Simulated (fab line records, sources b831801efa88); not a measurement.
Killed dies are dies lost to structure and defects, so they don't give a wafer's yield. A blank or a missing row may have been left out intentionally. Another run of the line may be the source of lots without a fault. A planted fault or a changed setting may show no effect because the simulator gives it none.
What tool caused it? | flow sky130 | 14 lots with 42 wafers sampled at 4 steps, on a route of 708 steps

## WHAT THE GAUGES SHOWED, per wafer
SKY_METAL2_OVL_MEAS_16.
lot  | measured     | on         | METAL2_OVL (nm)
L943 | day 35 04:58 | overlay-02 | 5 5 8
L944 | day 35 10:10 | overlay-01 | 3 -3 -3
L945 | day 35 17:16 | overlay-02 | 5 6 -1
L946 | day 36 02:23 | overlay-01 | 7 8 11
L947 | day 36 08:10 | overlay-02 | 0 12 11
L948 | day 36 15:14 | overlay-01 | 2 -9 -4
L949 | day 38 01:16 | overlay-02 | 6 3 5
L950 | day 38 03:25 | overlay-02 | -13 -9 3
L959 | day 40 01:41 | overlay-02 | -3 8 -3
L962 | day 40 18:14 | overlay-02 | 6 -3 3
L963 | day 41 09:47 | overlay-01 | 4 11 9
L964 | day 41 13:04 | overlay-02 | 4 -5 0
L965 | day 41 19:43 | overlay-02 | -1 9 1
L966 | day 41 21:28 | overlay-01 | 16 0 10

SKY_VIA2_BOW_MEAS_03.
lot  | measured     | on           | VIA2_BOW (um)
L943 | day 35 06:19 | filmMetro-02 | 85 107 84
L944 | day 35 11:49 | filmMetro-04 | 82 87 83
L945 | day 35 18:35 | filmMetro-04 | 89 95 92
L946 | day 36 03:52 | filmMetro-04 | 81 88 80
L947 | day 36 09:28 | filmMetro-02 | 95 81 82
L948 | day 36 16:44 | filmMetro-04 | 75 77 69
L949 | day 38 02:34 | filmMetro-04 | 77 85 82
L950 | day 38 04:47 | filmMetro-01 | 87 76 84
L959 | day 40 04:15 | filmMetro-04 | 79 92 92
L962 | day 40 19:54 | filmMetro-04 | 89 93 93
L963 | day 41 11:07 | filmMetro-02 | 93 87 91
L964 | day 41 14:24 | filmMetro-02 | 83 85 88
L965 | day 41 21:02 | filmMetro-04 | 93 76 80
L966 | day 41 22:48 | filmMetro-04 | 83 92 91

## EACH LOT AND THE TOOL THAT RAN IT (in order: tool; ch and the chambers of the sampled wafers; start)
lot  | SKY_GATE_OXIDE_OXIDATION_16   | SKY_VIA1_SPUTTER_20
L943 | furnace-01 ch 0, day 13 23:29 | pvdSputter-02, day 34 02:22
L944 | furnace-01 ch 0, day 14 05:15 | pvdSputter-01, day 34 06:28
L945 | furnace-01 ch 0, day 14 15:25 | pvdSputter-02, day 34 13:29
L946 | furnace-01 ch 0, day 14 23:22 | pvdSputter-01, day 34 23:20
L947 | furnace-02 ch 0, day 15 07:24 | pvdSputter-02, day 35 04:32
L948 | furnace-01 ch 0, day 15 13:20 | pvdSputter-01, day 35 12:16
L949 | furnace-01 ch 0, day 16 14:36 | pvdSputter-03, day 36 23:04
L950 | furnace-01 ch 0, day 16 14:36 | pvdSputter-01, day 37 00:13
L959 | furnace-01 ch 0, day 19 11:50 | pvdSputter-02, day 38 21:51
L962 | furnace-02 ch 0, day 20 09:49 | pvdSputter-01, day 39 13:38
L963 | furnace-01 ch 0, day 20 21:51 | pvdSputter-01, day 40 08:50
L964 | furnace-01 ch 0, day 21 06:26 | pvdSputter-03, day 40 11:53
L965 | furnace-01 ch 0, day 21 14:31 | pvdSputter-01, day 40 18:20
L966 | furnace-01 ch 0, day 21 17:17 | pvdSputter-02, day 40 20:57
- SKY_GATE_OXIDE_OXIDATION_16: stabilise 600 s, purge 300 s, target thk 3.57 nm.
- SKY_VIA1_SPUTTER_20: material TiN, target thk 20 nm, time 80 s.

## WHAT THE TOOLS THEMSELVES READ (means of the sampled wafers that have a number; where no wafer has one, the mark that the record gives instead)
SKY_VIA1_SPUTTER_20.
lot  | tool          | throttleValvePct (%)
L943 | pvdSputter-02 | 29.8
L944 | pvdSputter-01 | 29.8
L945 | pvdSputter-02 | 29.7
L946 | pvdSputter-01 | 31.3
L947 | pvdSputter-02 | 30.0
L948 | pvdSputter-01 | 29.4
L949 | pvdSputter-03 | 30.2
L950 | pvdSputter-01 | 30.9
L959 | pvdSputter-02 | 29.8
L962 | pvdSputter-01 | 30.1
L963 | pvdSputter-01 | 30.0
L964 | pvdSputter-03 | 30.4
L965 | pvdSputter-01 | 29.5
L966 | pvdSputter-02 | 29.3

## THE ANSWER, worked out from the rows above alone
Rule: what is usual is taken from the lots themselves. The widest of any qualifying gaps counts: lots, ordered by their means at a reading, are off when they make up no more than a third of the lots, leave a main group of 4 or more, and stand apart from it by 3 or more times the standard deviation of that group's means. A main group is skipped when, at the precision printed for the reading in the tables above, its means are all equal. Also off: a lot with no number at a reading for which 4 or more lots have one. Any other lot the step has rows for is counted as sound. First the gauges in route order, then the tools' own readings, where a lot's mean is used as printed above. The first step at which some lot is off is used, and at that step the reading that is off furthest; a lot without a number counts as furthest.
Across all readings shown, no lot is off: no conclusion can be drawn from this.

## WHAT THE SIMULATOR HAD PUT IN
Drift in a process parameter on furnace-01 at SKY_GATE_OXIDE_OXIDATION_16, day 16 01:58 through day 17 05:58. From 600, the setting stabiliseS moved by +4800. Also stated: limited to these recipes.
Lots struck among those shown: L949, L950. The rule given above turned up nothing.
